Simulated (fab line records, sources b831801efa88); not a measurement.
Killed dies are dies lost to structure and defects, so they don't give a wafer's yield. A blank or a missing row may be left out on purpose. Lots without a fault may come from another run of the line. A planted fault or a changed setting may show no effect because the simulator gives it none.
Split-lot experiment | flow sky130 | 5 lots, 23 wafers read, on a route of 708 steps

THE SPLIT
At SKY_CAPM_COAT_07 (resist thk 1140 nm), the setting resist_thk_nm was moved away from the recipe's 1140 nm on 10 of the 23 wafers read, by -5.4% to +5.6%. The other wafers ran this setting at the recipe's value.

The reading is taken at the split's own step.

THE READING
NOVOLAK_of_CAPM_COAT_07.thk_nm (the simulator's own value, which no gauge read), in nm, at SKY_CAPM_COAT_07 (resist thk 1140 nm). The file gives no usual value for it. The 13 wafers here that ran the recipe average 1142 nm, standard deviation 1.8 nm.

wafer  | tool, chamber at the split | resist_thk_nm as run, nm | against the recipe | NOVOLAK_of_CAPM_COAT_07.thk_nm, nm | against lot-mates on the recipe
L075.1 | litho_track-01, 0          | 1166                     | +2.3%              | 1166                               | +25
L075.2 | litho_track-01, 0          | 1140                     | recipe             | 1139                               | -
L075.3 | litho_track-01, 0          | 1140                     | recipe             | 1143                               | -
L075.4 | litho_track-01, 0          | 1166                     | +2.3%              | 1167                               | +26
L075.6 | litho_track-01, 0          | 1166                     | +2.3%              | 1164                               | +23
L078.1 | litho_track-02, 0          | 1140                     | recipe             | 1145                               | -
L078.2 | litho_track-02, 0          | 1204                     | +5.6%              | 1207                               | +64
L078.3 | litho_track-02, 0          | 1140                     | recipe             | 1143                               | -
L078.4 | litho_track-02, 0          | 1140                     | recipe             | 1142                               | -
L078.6 | litho_track-02, 0          | 1204                     | +5.6%              | 1204                               | +61
L079.2 | litho_track-01, 0          | 1140                     | recipe             | 1141                               | -
L079.3 | litho_track-01, 0          | 1078                     | -5.4%              | 1079                               | -63
L079.4 | litho_track-01, 0          | 1140                     | recipe             | 1143                               | -
L079.6 | litho_track-01, 0          | 1140                     | recipe             | 1143                               | -
L079.5 | litho_track-01, 0          | 1078                     | -5.4%              | 1076                               | -66
L080.1 | litho_track-03, 0          | 1140                     | recipe             | 1143                               | -
L080.5 | litho_track-03, 0          | 1140                     | recipe             | 1143                               | -
L080.6 | litho_track-03, 0          | 1140                     | recipe             | 1145                               | -
L081.1 | litho_track-03, 0          | 1089                     | -4.5%              | 1088                               | -52
L081.2 | litho_track-03, 0          | 1089                     | -4.5%              | 1089                               | -51
L081.4 | litho_track-03, 0          | 1140                     | recipe             | 1140                               | -
L081.6 | litho_track-03, 0          | 1140                     | recipe             | 1140                               | -
L081.5 | litho_track-03, 0          | 1089                     | -4.5%              | 1092                               | -48

THE FIT
A straight line over all 23 wafers: NOVOLAK_of_CAPM_COAT_07.thk_nm changes by +11.5 nm for each +1% of resist_thk_nm; r = +1.00; the points scatter about the line by 2.1 nm.
The same after taking each lot's own level away (the mean of its wafers on the recipe; 23 wafers): +11.3 nm for each +1%; r = +1.00; scatter 1.7 nm.
On that fit, the largest move of resist_thk_nm shifts the reading by 64 nm.
The lots' own levels span 1140.0 to 1143.7 nm, that is 2.1 times the standard deviation above.
So the lot-to-lot level changes the slope little: the two slopes agree.
Check: with one of the wafers moved furthest among these (+5.6%) left out of the fit, the line predicts +63 nm for it against its lot-mates. It came out at +63.7 nm against them.

THE WHOLE CHAIN: every reading that the file lists as answering this split, in the file's order
step              | what it does       | reading                                                                         | change (the file's fit)              | r (the file's)
SKY_CAPM_COAT_07  | resist thk 1140 nm | NOVOLAK_of_CAPM_COAT_07.thk_nm (the simulator's own value, which no gauge read) | +11.4 nm for each +1% of the setting | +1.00
SKY_CAPM_STRIP_14 | strips in O2/N2    | strip_time_to_endpoint_s                                                        | withheld for each +1% of the setting | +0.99

THE FILE'S OWN FIT
NOVOLAK_of_CAPM_COAT_07.thk_nm changes by +11.4 nm for each +1% of resist_thk_nm, r = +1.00.
